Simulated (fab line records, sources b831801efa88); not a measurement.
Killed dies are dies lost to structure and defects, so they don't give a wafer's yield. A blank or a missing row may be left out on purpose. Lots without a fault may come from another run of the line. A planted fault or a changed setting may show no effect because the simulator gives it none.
Which tool did it? | flow gf180mcu | 14 lots, 42 wafers sampled, at 3 steps of a route of 602

WHAT THE GAUGES READ, wafer by wafer
GF_V5_THK_MEAS_01.
lot  | measured     | on            | V5_CVD_00_THK (nm)
L424 | day 26 12:20 | film_metro-02 | 296.5 291.9 296.5
L425 | day 26 13:19 | film_metro-01 | 292.8 297.2 297.6
L427 | day 27 06:14 | film_metro-01 | 299.2 301.1 299.6
L428 | day 27 16:27 | film_metro-04 | 295.8 295.4 299.5
L429 | day 28 00:23 | film_metro-02 | 297.3 293.5 295.7
L430 | day 28 12:30 | film_metro-01 | 302.5 300.2 301.4
L431 | day 28 19:37 | film_metro-01 | 297.5 295.3 300.8
L433 | day 29 07:56 | film_metro-01 | 299.9 300.5 297.3
L435 | day 29 18:20 | film_metro-01 | 297.2 297.9 303.5
L437 | day 30 12:47 | film_metro-01 | 303.3 298.5 298.4
L443 | day 32 04:32 | film_metro-04 | 300.5 301.2 298.5
L444 | day 32 06:40 | film_metro-01 | 296.3 297.1 295.3
L447 | day 33 02:20 | film_metro-04 | 302.6 303.1 301.6

GF_V5_BOW_MEAS_05.
lot  | measured     | on            | V5_BOW (um)
L424 | day 26 12:52 | film_metro-01 | 140 150 146
L425 | day 26 13:50 | film_metro-04 | 115 123 114
L427 | day 27 06:46 | film_metro-02 | 142 117 140
L428 | day 27 16:58 | film_metro-04 | 123 124 125
L429 | day 28 00:55 | film_metro-04 | 130 127 138
L430 | day 28 13:03 | film_metro-02 | 118 130 128
L431 | day 28 20:10 | film_metro-04 | 135 139 140
L433 | day 29 08:29 | film_metro-04 | 142 125 140
L435 | day 29 18:57 | film_metro-01 | 150 146 146
L437 | day 30 13:19 | film_metro-01 | 121 124 124
L443 | day 32 05:05 | film_metro-02 | 129 135 134
L444 | day 32 07:12 | film_metro-02 | 122 138 132
L447 | day 33 02:52 | film_metro-04 | 134 137 136

WHICH TOOL RAN EACH LOT (tool, then ch and the chambers of the sampled wafers, then the start)
lot  | GF_HV_LDD_DEVELOP_06
L424 | litho_track-04 ch 0, day 10 03:05
L425 | litho_track-02 ch 0, day 10 05:21
L427 | litho_track-03 ch 0, day 10 20:31
L428 | litho_track-03 ch 0, day 11 06:46
L429 | litho_track-04 ch 0, day 11 13:29
L430 | litho_track-03 ch 0, day 11 23:46
L431 | litho_track-03 ch 0, day 12 04:10
L433 | litho_track-04 ch 0, day 12 20:29
L435 | litho_track-03 ch 0, day 13 06:36
L437 | litho_track-03 ch 0, day 14 01:16
L441 | litho_track-03 ch 0, day 15 02:34
L443 | litho_track-02 ch 0, day 15 23:41
L444 | litho_track-02 ch 0, day 16 02:30
L447 | litho_track-02 ch 0, day 17 05:51
- GF_HV_LDD_DEVELOP_06: develop time 60 s.

WHAT THE TOOLS THEMSELVES READ (means of the sampled wafers that have a number; where no wafer has one, the mark that the record gives instead)
The record holds no such reading with a usual standard deviation.

THE ANSWER, worked out from the rows above alone
Rule: what is usual is taken from the lots themselves. Put in order of their means at a reading, lots are off if they are a third of the lots or fewer, leave a main group of 4 or more, and stand apart from it by a gap of 3 or more times the standard deviation of the main group's means; of several such gaps the widest counts. A main group whose means are all the same, to the digits that the tables above print for the reading, isn't used. A lot without any number at a reading at which 4 lots or more have one is off too. The other lots that the step has rows for count as sound. The gauges are gone through in route order, then the tools' own readings, and for those a lot's mean is taken as printed above. The first step at which some lot is off is used, and at that step the reading that is off furthest; a lot without a number counts as furthest.
No lot is off at any reading shown: from this, nothing can be told.

WHAT THE SIMULATOR HAD PUT IN
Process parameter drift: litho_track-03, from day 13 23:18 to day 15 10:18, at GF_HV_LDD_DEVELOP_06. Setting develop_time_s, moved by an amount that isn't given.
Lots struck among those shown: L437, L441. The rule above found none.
